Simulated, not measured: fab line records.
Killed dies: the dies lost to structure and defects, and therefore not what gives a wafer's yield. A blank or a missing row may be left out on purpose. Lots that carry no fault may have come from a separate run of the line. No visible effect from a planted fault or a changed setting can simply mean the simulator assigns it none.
Code-filled problem report in 8D (eight disciplines) form | flow gf180mcu | the parts of the form that need people (team, actions taken, sign-off) are left out

1. THE PROBLEM
STI_OXIDATION_02_THK at GF_STI_THK_MEAS_30 reads a mean of 13.34 nm on 6 wafers of 2 lots; wafers without a fault read 10.11 nm with a standard deviation of 0.18. That is +18 standard deviations from the usual mean.
The first sign was on wafer L472.1 at day 2 22:04, on filmMetro-03. At this step, 36 wafers from 12 lots have a number in the record. Rule for "out" (also "out of limits"): further than 4 standard deviations from the usual mean. The other wafers with a number count as sound.

2. WHAT THIS IS AND IS NOT
question                    | is                     | is not
which readings at this step | STI_OXIDATION_02_THK   | -
which lots                  | L472, L474             | L469, L470, L471, L484, L485, L486, L488, L490, L491, L492
which wafers of those lots  | all that have a number | -
read on which gauges        | filmMetro-03           | filmMetro-01, filmMetro-04
when                        | from day 2 22:04       | up to then (9 sound wafers); but 21 sound wafers of L484, L485, L486, L488, L490, L491, L492 came after

3. WHAT RULES OUT EACH SUSPECT
Counting: a tool at a process step up to the reading stays a suspect if it ran every lot that is out and no sound lot after the first of them.
- the gauge at GF_STI_THK_MEAS_30 is ruled out. All the wafers that are out were read on filmMetro-03, but those of them that GF_STI_OXIDATION_29 has rows for are out there too, on other tools.
- cmp-01 at GF_STI_CMP_25 (polishes, stops on Si3N4, t overpolish 33 s, target thk 524.6 nm): ruled out as a lasting fault. The sound lots L485, L486, L488, L490, L491 went through it after L472, its earliest lot that is out (day 2 19:44).
- furnace-02 at GF_STI_OXIDATION_29 (stabilise 600 s, purge 300 s, target thk 10 nm): ruled out as a lasting fault. The sound lots L484, L485, L486, L488, L491, L492 went through it after L472, its earliest lot that is out (day 2 20:40).
Left after counting: nothing in the record.

4. THE CAUSE (what the simulator had put in)
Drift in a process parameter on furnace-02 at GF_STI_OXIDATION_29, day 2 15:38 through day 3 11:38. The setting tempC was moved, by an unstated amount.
Counting ruled it out, wrongly: the rule takes a fault to strike every lot that its tool runs from its start on, and this one did not.

5. THE EFFECT CHAIN, in route order
Each row: a reading whose mean over the struck wafers that have a number lies more than 3 standard deviations from the usual. Scope: only readings with a usual standard deviation given in the record; hours: median across lots of the time from each lot's start at the first step in this table that gives one to its start at this step; sigmas: change in usual standard deviations.
hours | step                | reading                | usual    | on struck wafers | change | sigmas
0     | GF_STI_OXIDATION_29 | spikeTcBottomC         | 919.2 C  | 947.0            | +27.8  | +23
0     | GF_STI_OXIDATION_29 | spikeTcCentreC         | 901.1 C  | 928.7            | +27.6  | +28
0     | GF_STI_OXIDATION_29 | spikeTcLowerC          | 898.4 C  | 925.9            | +27.5  | +20
0     | GF_STI_OXIDATION_29 | spikeTcTopC            | 907.6 C  | 935.2            | +27.6  | +25
0     | GF_STI_OXIDATION_29 | spikeTcUpperC          | 899.1 C  | 927.3            | +28.2  | +28
0     | GF_STI_OXIDATION_29 | tubeCenterTempC        | 900 C    | 928              | +28    | +99 or more
0     | GF_STI_OXIDATION_29 | tube_center_temp_C_max | 902.3    | 930.4            | +28.1  | +85
0     | GF_STI_OXIDATION_29 | zonePowerBottomPct     | 26.7 %   | 28.4             | +1.7   | +3.9
1     | GF_STI_THK_MEAS_30  | STI_OXIDATION_02_THK   | 10.11 nm | 13.34            | +3.23  | +18
It contains these process steps:
- GF_STI_OXIDATION_29: stabilise 600 s, purge 300 s, target thk 10 nm.
Later steps that measure or inspect, where all struck wafers having a row at the step show a number for every such reading and not one has moved that far: GF_DNWELL_TW_MEAS_09.

6. WHAT WOULD HAVE CAUGHT IT SOONER
Counted from the fault's start at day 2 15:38, it took 6 hours until the first out-of-limits reading at a measuring or inspecting step in this record, taken at day 2 22:04.
Tool's own readings at GF_STI_OXIDATION_29, spikeTcBottomC, spikeTcCentreC, spikeTcLowerC, spikeTcTopC, spikeTcUpperC, tubeCenterTempC, tube_center_temp_C_max: out on all struck wafers the step has rows for; an alarm limit on them would have tripped on the first.
